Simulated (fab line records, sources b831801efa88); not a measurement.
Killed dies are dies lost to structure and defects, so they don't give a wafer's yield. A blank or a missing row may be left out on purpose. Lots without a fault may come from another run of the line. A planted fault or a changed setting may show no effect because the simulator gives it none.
fab line records | flow sky130
record lots=5 wafers=14 last_day=50
route steps=708 shown SD_N@350 SD_P@359 RES_XHIGH@360 SALICIDE@361 LI_CONTACT@362 LOCAL_INTERCONNECT@387 PAD_OPEN@708
lots that met no fault: from a run of the same line without faults
start_h: hours from the record's first day to the start of the lot's first wafer shown | wait_h: hours since the lot's step before | " the same as in the row above | L1.1+2: a row that stands for several wafers | - no value, or no start given | * or withheld: withheld | < > ~ a bound
route shown NAME@n: a module of which the file shows steps, and the number in the route of the first | usual: mean/standard deviation of fault-free wafers | same: alike in all rows | chamber/n: place in a boat | sites: the reading at each site | _std_site: their standard deviation | _edge_site: outer sites' mean less inner sites' | radius_mm: how far each site lies from the wafer's centre | mask NAME#n: copy n | behind: the tool/chamber that last shaped the wafer | hold: why the lot was held/for how many hours/how that ended | device: the transistor (n, p or np) that didn't switch | end of line: the same wafers' tests at the end of the route | a step without rows: its recipe alone | killed: dies lost to structure and defects at the first sort, not the wafer's yield | map: a wafer's dies, x killed, . not, _ none there
set.NAME: the setting as run; set.NAME@STEP: as run at that earlier step | model.NAME: the simulator's own value behind a step, which no gauge read
lots at some steps of the route; a table a step, a row a wafer
services: from which hour (start_h, from the record's first day; less than 0 if before it) a tool's chamber was out of use, for how many hours, and why
## steps
# step SKY_SD_N_OVL_MEAS_08
# usual SD_N_OVL=-1.1/1.3
# columns lot.wafer tool chamber start_h wait_h SD_N_OVL[nm]
L934.2 overlay-02 - 706.90 0.1 -3.1
L934.3 " - " " -1.9
L934.5 " - " " -3.5
L937.3 overlay-01 - 730.16 0.1 1.9
L937.5 " - " " 1.3
L946.4 overlay-01 - 835.77 0.1 -0.9
L946.5 " - " " -1.0
L946.6 " - " " 0.0
L949.2 overlay-01 - 837.70 0.1 -0.5
L949.4 " - " " 0.7
L949.5 " - " " -0.7
L948.1 overlay-02 - 842.15 0.1 1.5
L948.2 " - " " 2.2
L948.6 " - " " 0.7
# step SKY_SD_N_IMPLANT_09
# recipe species=As energy_kev=50 dose_cm2=4e+15 tilt_deg=0
# step SKY_SD_N_IMPLANT_10
# recipe species=P energy_kev=20 dose_cm2=1e+14 tilt_deg=0
# step SKY_SD_N_STRIP_11
# recipe chemistry=O2/N2 power_w=1400 pressure_mtorr=1500 platen_temp_c=withheld o2_flow_sccm=3000 n2_flow_sccm=300 overash_fraction=0.5
# usual drypump_motor_current_A=5.8/0.41 oes_product_au=0.528/0.0046 strip_time_to_endpoint_s=22.55/0.045
# same overash_fraction=0.5
# columns lot.wafer tool chamber start_h wait_h drypump_motor_current_A oes_product_au rf_hours_counter_h strip_time_to_endpoint_s
L934.2 plasma_asher-01 0 707.23 0.1 5.6 0.527 101 22.58
L934.3 " 0 " " 5.6 0.531 - 22.58
L934.5 " 0 " " 5.5 0.527 - 22.58
L937.3 plasma_asher-01 1 730.52 0.1 6.5 0.523 - 22.63
L937.5 " 0 " " 5.6 0.524 - 22.60
L946.4 plasma_asher-01 1 836.12 0.1 6.6 0.538 - 22.57
L946.5 " 1 " " 6.6 0.524 - 22.62
L946.6 " 0 " " 5.6 0.530 - 22.56
L949.2 plasma_asher-01 0 838.03 0.1 5.6 0.528 10 22.58
L949.4 " 1 " " 6.6 0.533 - 22.59
L949.5 " 1 " " 6.6 0.531 - 22.59
L948.1 plasma_asher-01 0 842.49 0.1 5.5 0.526 10 22.57
L948.2 " 1 " " 6.6 0.522 10 22.60
L948.6 " 0 " " 5.6 0.532 - 22.62
# step SKY_SD_N_TW_MEAS_12
# usual SD_N_TW=3952/26
# columns lot.wafer tool chamber start_h wait_h SD_N_TW
L934.2 film_metro-01 - 707.34 0.1 3947
L934.3 " - " " 3953
L934.5 " - " " 3935
L937.3 film_metro-03 - 730.61 0.1 3945
L937.5 " - " " 3938
L946.4 film_metro-01 - 836.22 0.1 3965
L946.5 " - " " 3959
L946.6 " - " " 3962
L949.2 film_metro-03 - 838.14 0.1 3904
L949.4 " - " " 3882
L949.5 " - " " 3922
L948.1 film_metro-02 - 842.59 0.1 3958
L948.2 " - " " 3951
L948.6 " - " " 3972
# step SKY_SD_N_CLEAN_13
# recipe chemistry=SC1/SC2 mix=1:4:20 temp_c=70 time_s=150 dry=n2_spin
# step SKY_SD_N_RTA_14
# recipe temp_c=1075 time_s=2 idle_temp_c=650 ramp_up_c_per_s=150 ramp_down_c_per_s=90 ambient=N2
# usual lamp_power_pct=15.74/0.049 ramp_down_c_per_s=89.999/0.018 wafer_temp_C_max=1078.3/1.4
# columns lot.wafer tool chamber start_h wait_h lamp_power_pct ramp_down_c_per_s wafer_temp_C_max
L934.2 rtp_anneal-01 0 707.45 0.0 15.64 90.015 1082.4
L934.3 " 0 " " 15.83 90.001 1076.8
L934.5 " 0 " " 15.74 89.998 1080.4
L937.3 rtp_anneal-02 0 730.72 0.0 15.73 90.012 1076.5
L937.5 " 0 " " 15.78 89.973 1077.9
L946.4 rtp_anneal-02 0 836.33 0.0 15.70 90.016 1077.9
L946.5 " 0 " " 15.76 89.982 1078.7
L946.6 " 0 " " 15.66 89.963 1078.9
L949.2 rtp_anneal-01 0 838.25 0.0 15.69 89.995 1077.2
L949.4 " 0 " " 15.76 90.002 1077.2
L949.5 " 0 " " 15.73 89.962 1075.9
L948.1 rtp_anneal-02 0 842.70 0.0 15.71 90.006 1076.9
L948.2 " 0 " " 15.84 90.005 1079.6
L948.6 " 0 " " 15.76 89.990 1077.9
# step SKY_SD_N_RS_MEAS_16
# recipe thk_meas_gauge=four-point-probe
# usual SD_N_RS=68.58/0.13
# columns lot.wafer tool chamber start_h wait_h SD_N_RS[ohm/sq]
L934.2 film_metro-02 - 707.63 0.1 68.60
L934.3 " - " " 68.67
L934.5 " - " " 68.97
L937.3 film_metro-01 - 730.91 0.1 68.29
L937.5 " - " " 68.54
L946.4 film_metro-02 - 836.53 0.1 68.69
L946.5 " - " " 68.83
L946.6 " - " " 68.82
L949.2 film_metro-01 - 838.43 0.1 68.62
L949.4 " - " " 68.61
L949.5 " - " " 68.67
L948.1 film_metro-01 - 842.87 0.1 68.52
L948.2 " - " " 68.69
L948.6 " - " " 68.69
# step SKY_SD_N_RS_MEAS_17
# recipe thk_meas_gauge=four-point-probe
# usual SD_P_RS=147.1/0.38
# columns lot.wafer tool chamber start_h wait_h SD_P_RS[ohm/sq]
L934.2 film_metro-02 - 707.75 0.1 147.8
L934.3 " - " " 147.6
L934.5 " - " " 147.7
L937.3 film_metro-01 - 731.03 0.1 146.6
L937.5 " - " " 146.6
L946.4 film_metro-02 - 836.65 0.1 147.5
L946.5 " - " " 147.4
L946.6 " - " " 147.3
L949.2 film_metro-01 - 838.55 0.1 147.3
L949.4 " - " " 147.1
L949.5 " - " " 147.5
L948.1 film_metro-01 - 842.99 0.1 147.2
L948.2 " - " " 147.5
L948.6 " - " " 147.2
# step SKY_SD_N_RS_MEAS_18
# recipe thk_meas_gauge=four-point-probe
# usual RES_XHIGH_RS=333.4/1.1
# columns lot.wafer tool chamber start_h wait_h RES_XHIGH_RS[ohm/sq]
L934.2 film_metro-02 - 707.87 0.1 333.5
L934.3 " - " " 334.0
L934.5 " - " " 334.0
L937.3 film_metro-01 - 731.15 0.1 332.9
L937.5 " - " " 335.0
L946.4 film_metro-02 - 836.77 0.1 332.8
L946.5 " - " " 334.8
L946.6 " - " " 333.5
L949.2 film_metro-01 - 838.67 0.1 333.5
L949.4 " - " " 334.5
L949.5 " - " " 334.0
L948.1 film_metro-01 - 843.11 0.1 333.7
L948.2 " - " " 333.2
L948.6 " - " " 333.0
# step SKY_SALICIDE_CLEAN_00
# recipe chemistry=HF-last time_s=30 dilution=100:1 dry=ipa_marangoni
# step SKY_LI_CONTACT_HDPCVD_00
# recipe material=PSG target_thk_nm=930 sigma_open_frac=0.3 time_s=155 temp_c=600 sih4_flow_sccm=60 pressure_mtorr=6
# columns lot.wafer tool chamber start_h wait_h model.PSG_of_LI_CONTACT_HDPCVD_00.thk_nm
L934.2 hdpcvd-02 1 707.99 0.0 920.7
L934.3 " 2 " " 942.2
L934.5 " 2 " " 940.9
L937.3 hdpcvd-01 1 731.25 0.0 423.5
L937.5 " 0 " " 923.4
L946.4 hdpcvd-01 1 836.90 0.1 933.4
L946.5 " 0 " " 924.4
L946.6 " 2 " " 931.6
L949.2 hdpcvd-01 0 838.79 0.0 942.5
L949.4 " 0 " " 939
L949.5 " 2 " " 941.2
L948.1 hdpcvd-02 1 843.25 0.0 911.2
L948.2 " 2 " " 936.3
L948.6 " 1 " " 920.4
# step SKY_LI_CONTACT_THK_MEAS_01
# recipe reads=PSG_of_LI_CONTACT_HDPCVD_00
# usual LI_CONTACT_HDPCVD_THK=926/10
# columns lot.wafer tool chamber start_h wait_h LI_CONTACT_HDPCVD_THK[nm]
L934.2 film_metro-01 - 708.10 0.1 921
L934.3 " - " " 943
L934.5 " - " " 940
L937.3 film_metro-03 - 731.37 0.1 424
L937.5 " - " " 923
L946.4 film_metro-03 - 836.98 0.0 933
L946.5 " - " " 924
L946.6 " - " " 932
L949.2 film_metro-01 - 838.90 0.1 943
L949.4 " - " " 940
L949.5 " - " " 941
L948.1 film_metro-02 - 843.35 0.1 912
L948.2 " - " " 936
L948.6 " - " " 921
# step SKY_LI_CONTACT_CMP_02
# recipe material=PSG down_force_psi=4 platen_rpm=60 pad_velocity_m_s=0.94248
# usual motor_current_A=12.8/0.83 slurry_flow_ml_min=150.0/0.51 time_to_endpoint_s=31.9/2.9
# columns lot.wafer tool chamber start_h wait_h motor_current_A slurry_flow_ml_min time_to_endpoint_s
L934.3 cmp-01 3 708.25 0.1 12.7 149.9 30.1
L934.2 " 0 " " 11.8 149.9 31.2
L934.5 " 2 " " 13.0 150.5 32.5
L937.3 cmp-02 1 731.46 0.1 12.8 149.9 19.0
L937.5 " 0 " " 13.3 150.5 31.4
L946.4 cmp-01 3 837.11 0.1 13.3 150.2 29.9
L946.5 " 1 " " 12.2 150.0 30.9
L946.6 " 2 " " 13.2 150.3 33.8
L949.4 cmp-02 3 839.00 0.1 11.9 150.7 27.9
L949.2 " 1 " " 12.9 150.0 36.1
L949.5 " 2 " " 14.2 151.2 33.7
L948.1 cmp-02 2 843.41 0.1 14.0 150.1 31.0
L948.2 " 3 " " 11.8 150.3 29.6
L948.6 " 3 " " 11.4 149.6 27.6
# step SKY_LI_CONTACT_BOW_MEAS_03
# recipe mode=bow
# usual LI_CONTACT_BOW=55/6.8
# columns lot.wafer tool chamber start_h wait_h LI_CONTACT_BOW[um]
L934.2 film_metro-02 - 708.47 0.1 52
L934.3 " - " " 67
L934.5 " - " " 60
L937.3 film_metro-03 - 731.75 0.2 39
L937.5 " - " " 44
L946.4 film_metro-01 - 837.37 0.2 47
L946.5 " - " " 60
L946.6 " - " " 59
L949.2 film_metro-02 - 839.27 0.1 51
L949.4 " - " " 47
L949.5 " - " " 58
L948.1 film_metro-02 - 843.71 0.2 51
L948.2 " - " " 63
L948.6 " - " " 63
# step SKY_LI_CONTACT_DEHYDRATE_04
# recipe temp_c=200 time_s=60
# step SKY_LI_CONTACT_HMDS_05
# recipe prime_time_s=60 prime_temp_c=120
# step SKY_LI_CONTACT_COAT_06
# recipe resist=BARC temp_c=withheld time_s=withheld spin_rpm=3000 resist_thk_nm=60
# step SKY_LI_CONTACT_COAT_07
# recipe resist=KrF-thick spin_rpm=3000 resist_thk_nm=450
# step SKY_LI_CONTACT_SOFTBAKE_08
# recipe temp_c=100 time_s=90 resist=KrF-thick
# step SKY_LI_CONTACT_EXPOSE_09
# recipe mask_id=LICM1 na=0.8 source_shape=annular sigma_inner=0.55 sigma_outer=0.85 target_cd_nm=170 dose_mj=38
# step SKY_LI_CONTACT_PEB_10
# recipe peb_temp_c=withheld peb_time_s=withheld resist=KrF-thick
# step SKY_LI_CONTACT_DEVELOP_11
# recipe develop_time_s=60 resist=KrF-thick dev_temp_c=21
# step SKY_LI_CONTACT_CD_MEAS_12
# recipe target_cd_nm=170
# usual cd_nm=169.7/1.6
# columns lot.wafer tool chamber start_h wait_h cd_nm
L934.2 cd_sem-02 - 735.85 - 169.4
L934.3 " - " " 170.5
L934.5 " - " " 169.3
L937.3 cd_sem-02 - 758.63 - 172.5
L937.5 " - " " 172.5
L946.4 cd_sem-02 - 862.53 - 168.8
L946.5 " - " " 169.5
L946.6 " - " " 168.5
L949.2 cd_sem-01 - 865.45 - 167.3
L949.4 " - " " 167.9
L949.5 " - " " 169.0
L948.1 cd_sem-02 - 870.38 - 170.4
L948.2 " - " " 170.1
L948.6 " - " " 169.7
# step SKY_LI_CONTACT_OVL_MEAS_13
# usual LI_CONTACT_OVL=0/5.2
# columns lot.wafer tool chamber start_h wait_h LI_CONTACT_OVL[nm]
L934.2 overlay-01 - 735.96 0.1 11
L934.3 " - " " 7
L934.5 " - " " 3
L937.3 overlay-01 - 758.72 0.1 -2
L937.5 " - " " 0
L946.4 overlay-01 - 862.61 0.1 -4
L946.5 " - " " -5
L946.6 " - " " -4
L949.2 overlay-01 - 865.56 0.1 3
L949.4 " - " " 0
L949.5 " - " " 1
L948.1 overlay-02 - 870.50 0.1 -12
L948.2 " - " " -12
L948.6 " - " " -11
# step SKY_LI_CONTACT_ETCH_14
# recipe chemistry=N2/H2 target=BARC ion_energy_ev=200 source_w=500 bias_w=100 pressure_mtorr=30 n2_flow_sccm=100 h2_flow_sccm=200 stop_on=SiO2 time_s=45.9 target_depth_a=600
# usual drypump_motor_current_A=5.8/0.44 oes_product_au=0.855/0.0053 throttle_valve_pct=13.225/0.0097
# columns lot.wafer tool chamber start_h wait_h drypump_motor_current_A oes_product_au rf_hours_counter_h throttle_valve_pct
L934.2 rie_diel-02 0 735.99 0.0 6.4 0.857 50 13.238
L934.3 " 1 " " 6.3 0.845 6 13.218
L934.5 " 1 " " 6.3 0.852 - 13.219
L937.3 rie_diel-02 2 758.75 0.0 5.9 0.867 8 13.238
L937.5 " 2 " " 6.0 0.862 - 13.211
L946.4 rie_diel-03 0 862.63 0.0 6.4 0.853 7 13.231
L946.5 " 0 " " 6.4 0.849 - 13.244
L946.6 " 1 " " 6.4 0.848 - 13.215
L949.2 rie_diel-04 3 865.59 0.0 5.6 0.858 0 13.213
L949.4 " 0 " " 6.0 0.858 23 13.229
L949.5 " 3 " " 5.6 0.857 - 13.213
L948.1 rie_diel-04 1 870.54 0.0 6.0 0.853 2 13.240
L948.2 " 2 " " 5.3 0.858 11 13.227
L948.6 " 2 " " 5.4 0.860 - 13.218
# step SKY_LI_CONTACT_ETCH_15
# recipe target=PSG chemistry=C4F8/O2/Ar stop_on=Si taper_deg=4.15 mask_material=KrF-thick source_w=1500 bias_w=1200 pressure_mtorr=40 c4f8_flow_sccm=withheld O2_flow_sccm=6 Ar_flow_sccm=300 time_s=withheld target_depth_a=6000
# usual oes_product_au=0.837/0.0049
# columns lot.wafer tool chamber start_h wait_h oes_product_au model.LI_CONTACT.feature_depth_nm model.etch.depth_nm
L934.2 rie_diel-02 0 736.03 0.0 0.840 595.8 595.8
L934.3 " 1 " " 0.830 596.5 596.5
L934.5 " 1 " " 0.826 596.4 596.4
L937.3 rie_diel-02 2 758.79 0.0 0.701 423.5 423.5
L937.5 " 2 " " 0.829 597.3 597.3
L946.4 rie_diel-03 0 862.67 0.0 0.842 595.2 595.2
L946.5 " 0 " " 0.840 597.1 597.1
L946.6 " 1 " " 0.835 596.9 596.9
L949.2 rie_diel-04 3 865.63 0.0 0.843 600.1 600.1
L949.4 " 0 " " 0.837 595.4 595.4
L949.5 " 3 " " 0.837 596.1 596.1
L948.1 rie_diel-04 1 870.58 0.0 0.839 597.8 597.8
L948.2 " 2 " " 0.834 596.4 596.4
L948.6 " 2 " " 0.835 596.4 596.4
# step SKY_LI_CONTACT_STRIP_16
# recipe chemistry=O2/N2 power_w=1400 pressure_mtorr=1500 platen_temp_c=withheld o2_flow_sccm=3000 n2_flow_sccm=300 overash_fraction=0.5
# step SKY_LI_CONTACT_CLEAN_17
# recipe chemistry=NMP time_s=600 temp_c=60 dry=n2_spin
# step SKY_LI_CONTACT_PRE_CLEAN_18
# recipe gas=Ar time_s=5.6 bias_v=358
# step SKY_LI_CONTACT_SPUTTER_19
# recipe material=Ti target_thk_nm=20 chamber_pressure_pa=5 power_w=2500 substrate_temp_c=200 time_s=106.37
# usual throttle_valve_pct=30.0/1.2
# columns lot.wafer tool chamber start_h wait_h throttle_valve_pct
L934.2 pvd_sputter-03 - 736.41 0.0 29.1
L934.3 " - " " 30.2
L934.5 " - " " 30.5
L937.3 pvd_sputter-03 - 759.17 0.0 30.4
L937.5 " - " " 29.5
L946.4 pvd_sputter-03 - 863.05 0.0 30.7
L946.5 " - " " 29.0
L946.6 " - " " 30.4
L949.2 pvd_sputter-02 - 866.01 0.0 30.8
L949.4 " - " " 29.2
L949.5 " - " " 30.9
L948.1 pvd_sputter-01 - 870.98 0.0 28.2
L948.2 " - " " 29.9
L948.6 " - " " 31.4
# step SKY_LI_CONTACT_SPUTTER_20
# recipe material=TiN target_thk_nm=20 chamber_pressure_pa=5 power_w=4000 time_s=80
# step SKY_LI_CONTACT_CVD_21
# recipe material=W target_thk_nm=400 time_s=120.56 temp_c=400 pressure_torr=40
# step SKY_LI_CONTACT_RS_MEAS_22
# recipe thk_meas_gauge=four-point-probe reads=W_of_LI_CONTACT_CVD_21+TiN_of_LI_CONTACT_SPUTTER_20+Ti_of_LI_CONTACT_SPUTTER_19
# usual LI_CONTACT_W_RS=0.2839/0.0028
# columns lot.wafer tool chamber start_h wait_h LI_CONTACT_W_RS[ohm/sq]
L934.2 film_metro-03 - 736.69 0.1 0.2811
L934.3 " - " " 0.2809
L934.5 " - " " 0.2817
L937.3 film_metro-02 - 759.47 0.1 0.2864
L937.5 " - " " 0.2866
L946.4 film_metro-03 - 863.37 0.1 0.2845
L946.5 " - " " 0.2834
L946.6 " - " " 0.2806
L949.2 film_metro-02 - 866.29 0.1 0.2871
L949.4 " - " " 0.2819
L949.5 " - " " 0.2825
L948.1 film_metro-02 - 871.24 0.1 0.2875
L948.2 " - " " 0.2849
L948.6 " - " " 0.2860
# step SKY_LI_CONTACT_THK_MEAS_23
# recipe thk_meas_gauge=xrf reads=W_of_LI_CONTACT_CVD_21
# usual LI_CONTACT_W_THK=408/6
# columns lot.wafer tool chamber start_h wait_h LI_CONTACT_W_THK[nm]
L934.2 film_metro-03 - 736.80 0.1 410
L934.3 " - " " 409
L934.5 " - " " 407
L937.3 film_metro-02 - 759.57 0.1 408
L937.5 " - " " 408
L946.4 film_metro-03 - 863.46 0.1 399
L946.5 " - " " 401
L946.6 " - " " 405
L949.2 film_metro-02 - 866.40 0.1 408
L949.4 " - " " 415
L949.5 " - " " 418
L948.1 film_metro-02 - 871.36 0.1 410
L948.2 " - " " 410
L948.6 " - " " 412
# step SKY_LI_CONTACT_CMP_24
# recipe stop_on=PSG t_overpolish_s=20 down_force_psi=3.5 platen_rpm=60 target_thk_nm=0 pad_velocity_m_s=0.94248
# usual motor_current_A=11.7/0.75 overpolish_run_s=19.998/0.009 slurry_flow_ml_min=150.0/0.45 time_to_endpoint_s=97/3.7
# columns lot.wafer tool chamber start_h wait_h motor_current_A overpolish_run_s slurry_flow_ml_min time_to_endpoint_s model.PSG_of_LI_CONTACT_HDPCVD_00.thk_nm
L934.3 cmp-02 1 736.85 0.0 11.7 19.998 150.3 102 587
L934.2 " 2 " " 13.8 19.980 149.9 97 586.3
L934.5 " 1 " " 11.2 20.003 150.1 103 587
L937.3 cmp-02 3 759.71 0.1 11.1 20.004 149.5 95 414
L937.5 " 1 " " 11.6 20.009 150.4 105 587.8
L946.4 cmp-02 2 863.59 0.1 13.8 20.002 149.5 95 585.7
L946.5 " 0 " " 12.1 20.010 149.8 98 587.6
L946.6 " 1 " " 11.7 19.987 150.6 101 587.4
L949.2 cmp-01 0 866.45 0.0 11.5 20.018 150.1 95 590.6
L949.4 " 3 " " 11.1 19.992 150.1 97 585.9
L949.5 " 0 " " 11.7 20.006 149.5 95 586.6
L948.1 cmp-01 3 871.47 0.1 11.9 20.000 150.5 90 588.4
L948.2 " 1 " " 11.6 19.997 149.9 94 587
L948.6 " 3 " " 11.4 19.999 150.3 86 587
# step SKY_LOCAL_INTERCONNECT_SPUTTER_00
# recipe material=TiN target_thk_nm=100 temp_c=300 power_w=6500 time_s=83.3 chamber_pressure_pa=0.4
# usual throttle_valve_pct=30.1/1.1
# columns lot.wafer tool chamber start_h wait_h throttle_valve_pct
L934.2 pvd_sputter-04 - 737.15 0.2 29.4
L934.3 " - " " 29.4
L934.5 " - " " 29.4
L937.3 pvd_sputter-02 - 759.91 0.1 29.0
L937.5 " - " " 30.8
L946.4 pvd_sputter-02 - 863.79 0.1 28.2
L946.5 " - " " 28.2
L946.6 " - " " 29.2
L949.2 pvd_sputter-04 - 866.75 0.2 30.2
L949.4 " - " " 31.9
L949.5 " - " " 32.0
L948.1 pvd_sputter-02 - 871.72 0.2 31.0
L948.2 " - " " 29.3
L948.6 " - " " 31.0
# step SKY_PAD_OPEN_PROBE_99
# usual killed_at_M0_to_M3=44/7.3 killed_at_M4_up=3.2/1.8 killed_at_contacts=24/5.4 killed_at_front_end=16/4.4 killed_at_other=0.3/0.48 killed_dies=86/9.5 killed_open=47/7.7 killed_short=39/6.4
# same gross_dies=492 killed_at_back_side=0
# columns lot.wafer tool chamber start_h wait_h killed_at_M0_to_M3 killed_at_M4_up killed_at_contacts killed_at_front_end killed_at_other killed_dies killed_open killed_short model.etest.cap_li_to_poly.c_af_um2 model.etest.licon_pdiff.rc_ohm model.etest.licon_high_po.rc_ohm model.etest.nfet_01v8.r_on_ohm_um model.etest.licon_ndiff.rc_ohm model.etest.sonos_uncharged.r_on_ohm_um model.etest.licon_poly.rc_ohm model.etest.cap_li_to_well.c_af_um2
L934.2 prober-02 - 1119.36 0.1 43 3 24 11 0 81 39 42 96.56 579 362.2 844.1 186.5 822 156.7 38.29
L934.3 prober-02 - 1119.41 0.2 43 5 29 12 0 89 40 49 100.3 585.5 360 843.8 185.4 818.7 154.9 36.95
L934.5 prober-02 - 1119.51 0.2 42 6 24 22 0 94 51 43 98.67 581.1 358.6 841.6 183.5 820.2 155.7 37.54
L937.3 prober-01 - 1134.50 0.2 41 2 24 7 0 74 40 34 194.1 488 300.8 808.3 142.5 769 122.9 43.7
L937.5 prober-01 - 1134.60 0.2 40 4 12 18 0 74 42 32 97.49 556.7 329.2 837 169.8 793.1 143 36.65
L946.4 prober-01 - 1203.44 0.2 48 2 28 15 0 93 58 35 98.99 592.5 367.6 794.4 186.1 801.9 150.3 36.61
L946.5 prober-01 - 1203.49 0.2 59 3 22 16 0 100 57 43 100.1 572.2 363.5 805.1 178.6 808.3 153.3 37.07
L946.6 prober-01 - 1203.54 0.2 42 5 27 16 0 90 52 38 99.92 598.4 365.2 833.1 184.8 822.1 161 36.93
L949.2 prober-02 - 1204.20 0.1 42 6 18 19 0 85 52 33 95.79 603.4 350.4 884.5 184.3 832.5 153.8 37.47
L949.4 prober-02 - 1204.30 0.2 55 1 28 24 1 109 65 44 95.17 582.1 344 860.6 183.2 799.5 147.9 36.29
L949.5 prober-02 - 1204.35 0.2 49 3 9 19 0 80 44 36 100.6 584.8 349.2 878.8 176.6 819.4 151.7 37.35
L948.1 prober-01 - 1208.67 0.1 40 2 23 16 0 81 47 34 103.4 608.7 347.2 852.8 175.9 808.8 154.6 36.96
L948.2 prober-01 - 1208.72 0.1 40 3 19 11 1 74 41 33 99.84 589.4 359.1 861.5 177 811.7 154.7 37.13
L948.6 prober-01 - 1208.92 0.2 39 6 25 9 1 80 36 44 97.91 587.8 352.9 846.8 180.5 815.6 154.3 37.46
# killed by level:class
L934.2 VIA1:geometric_particle:open=9 VIA2:geometric_particle:open=7 METAL1:geometric_particle:short=6 VIA2:geometric_particle:short=6 LI_CONTACT:geometric_particle:open=5 CONTACT:geometric_particle:short=5 CONTACT:geometric_particle:open=5 FIELD_ISO:geometric_particle:short=4
L934.3 CONTACT:geometric_particle:short=10 METAL1:geometric_particle:short=10 CONTACT:geometric_particle:open=8 VIA1:geometric_particle:open=7 POLY_GATE:geometric_particle:open=6 LOCAL_INTERCONNECT:geometric_particle:short=6 METAL2:geometric_particle:short=6 VIA1:geometric_particle:short=5
L934.5 CONTACT:geometric_particle:open=11 VIA1:geometric_particle:open=8 VIA2:geometric_particle:open=7 METAL2:geometric_particle:short=6 VIA3:geometric_particle:open=6 FIELD_ISO:geometric_particle:short=5 POLY_GATE:geometric_particle:open=5 LI_CONTACT:geometric_particle:open=5
L937.3 VIA1:geometric_particle:open=10 VIA2:geometric_particle:open=9 CONTACT:geometric_particle:open=8 METAL2:geometric_particle:short=7 LI_CONTACT:geometric_particle:open=6 CONTACT:geometric_particle:short=5 VIA3:geometric_particle:open=4 METAL1:geometric_particle:short=4
L937.5 VIA1:geometric_particle:open=10 VIA3:geometric_particle:open=8 FIELD_ISO:geometric_particle:open=5 LI_CONTACT:geometric_particle:open=5 VIA3:geometric_particle:short=5 FIELD_ISO:geometric_particle:short=4 METAL1:geometric_particle:short=4 METAL3:geometric_particle:short=4
L946.4 VIA1:geometric_particle:open=19 VIA3:geometric_particle:open=9 LI_CONTACT:geometric_particle:open=7 LOCAL_INTERCONNECT:geometric_particle:short=7 CONTACT:geometric_particle:open=7 VIA2:geometric_particle:open=7 POLY_GATE:geometric_particle:short=5 SPACER:geometric_particle:short=4
L946.5 METAL1:geometric_particle:short=10 VIA1:geometric_particle:open=9 VIA3:geometric_particle:open=8 CONTACT:geometric_particle:open=7 VIA1:geometric_particle:short=7 POLY_GATE:geometric_particle:open=6 VIA2:geometric_particle:open=6 LI_CONTACT:geometric_particle:open=6
L946.6 CONTACT:geometric_particle:open=11 VIA1:geometric_particle:open=10 VIA2:geometric_particle:open=9 LI_CONTACT:geometric_particle:open=8 POLY_GATE:geometric_particle:short=6 METAL1:geometric_particle:short=5 POLY_GATE:geometric_particle:open=4 LOCAL_INTERCONNECT:geometric_particle:short=4
L949.2 CONTACT:geometric_particle:open=9 VIA1:geometric_particle:open=7 VIA3:geometric_particle:open=7 FIELD_ISO:geometric_particle:open=6 METAL2:geometric_particle:short=5 VIA2:geometric_particle:open=5 POLY_GATE:geometric_particle:open=4 LOCAL_INTERCONNECT:geometric_particle:short=4
L949.4 CONTACT:geometric_particle:open=12 VIA1:geometric_particle:open=10 FIELD_ISO:geometric_particle:open=9 VIA2:geometric_particle:open=9 VIA3:geometric_particle:open=8 METAL1:geometric_particle:short=7 FIELD_ISO:geometric_particle:short=6 LI_CONTACT:geometric_particle:open=6
L949.5 VIA1:geometric_particle:open=11 VIA1:geometric_particle:short=9 FIELD_ISO:geometric_particle:short=6 METAL2:geometric_particle:open=6 VIA2:geometric_particle:open=6 FIELD_ISO:geometric_particle:open=5 VIA3:geometric_particle:open=5 CONTACT:geometric_particle:open=5
L948.1 LI_CONTACT:geometric_particle:open=9 VIA1:geometric_particle:open=9 FIELD_ISO:geometric_particle:short=5 CONTACT:geometric_particle:short=5 CONTACT:geometric_particle:open=5 VIA1:geometric_particle:short=5 VIA3:geometric_particle:open=5 VIA2:geometric_particle:open=5
L948.2 VIA1:geometric_particle:open=13 VIA2:geometric_particle:open=7 LI_CONTACT:geometric_particle:open=6 CONTACT:geometric_particle:open=5 METAL1:geometric_particle:short=5 FIELD_ISO:geometric_particle:open=4 LOCAL_INTERCONNECT:geometric_particle:short=4 CONTACT:geometric_particle:short=3
L948.6 VIA2:geometric_particle:open=13 VIA1:geometric_particle:short=10 CONTACT:geometric_particle:short=8 CONTACT:geometric_particle:open=7 FIELD_ISO:geometric_particle:open=4 LI_CONTACT:geometric_particle:short=4 METAL1:geometric_particle:short=4 VIA1:geometric_particle:open=4
## services
# columns tool chamber start_h hours kind
hdpcvd-01 - 685.05 3.0 repair
cmp-01 - 685.59 0.2 repair
rie_diel-04 1 686.60 4.1 repair
plasma_asher-01 - 697.61 1.4 repair
pvd_sputter-02 - 703.11 2.9 repair
rie_diel-03 0 721.03 12.7 repair
plasma_asher-01 - 733.75 9.0 pm
cmp-01 - 733.99 2.2 repair
cmp-02 - 744.00 4.0 pm
rie_diel-04 - 745.67 20.2 repair
cmp-02 - 749.00 7.6 pm
rie_diel-02 1 750.10 4.9 repair
rie_diel-02 0 754.43 8.0 repair
cmp-02 - 765.43 1.1 repair
pvd_sputter-04 - 771.78 50.9 repair
rie_diel-02 1 777.67 10.7 repair
plasma_asher-01 - 780.32 0.9 repair
pvd_sputter-04 - 790.78 3.9 repair
pvd_sputter-04 - 797.89 3.4 repair
rie_diel-02 1 826.66 7.3 repair
cmp-01 - 840.13 5.9 pm
pvd_sputter-03 - 852.90 2.4 repair
rtp_anneal-02 - 853.55 4.9 pm
pvd_sputter-03 - 859.39 0.8 repair
## key
first_sign step=SKY_LI_CONTACT_THK_MEAS_01 reading=LI_CONTACT_HDPCVD_THK direction=down sigmas=48 usual=926 struck=424
effect step=SKY_LI_CONTACT_CMP_02 reading=time_to_endpoint_s direction=down sigmas=4.5 usual=* struck=*
effect step=SKY_LI_CONTACT_ETCH_15 reading=oes_product_au direction=down sigmas=28 usual=0.837 struck=0.701
model_effect step=SKY_LI_CONTACT_HDPCVD_00 value=PSG_of_LI_CONTACT_HDPCVD_00.thk_nm without=915.3 struck=423.5
model_effect step=SKY_LI_CONTACT_ETCH_15 value=LI_CONTACT.feature_depth_nm without=597.6 struck=423.5
model_effect step=SKY_LI_CONTACT_CMP_24 value=PSG_of_LI_CONTACT_HDPCVD_00.thk_nm without=588.2 struck=414
model_effect step=SKY_PAD_OPEN_PROBE_99 value=etest.cap_li_to_poly.c_af_um2 without=98.1 struck=194.1
met_at SKY_LI_CONTACT_HDPCVD_00
struck_wafers L937.3
tester_left_out L937
fault kind=process_parameter_drift tool=hdpcvd-01 chamber=- onset_h=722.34 steps=SKY_LI_CONTACT_HDPCVD_00 channel=target_thk_nm offset=-491.85 shape=step end_h=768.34 scope=struck_wafers_only acts_in=these_recipes_only stated=930
# tester_left_out: of these lots the tester's yield and bins aren't shown, on N5 and GAA mostly nor the transistor test; their killed dies are dies lost to structure and defects alone, not to doping, threshold or leakage, so they don't give the yield
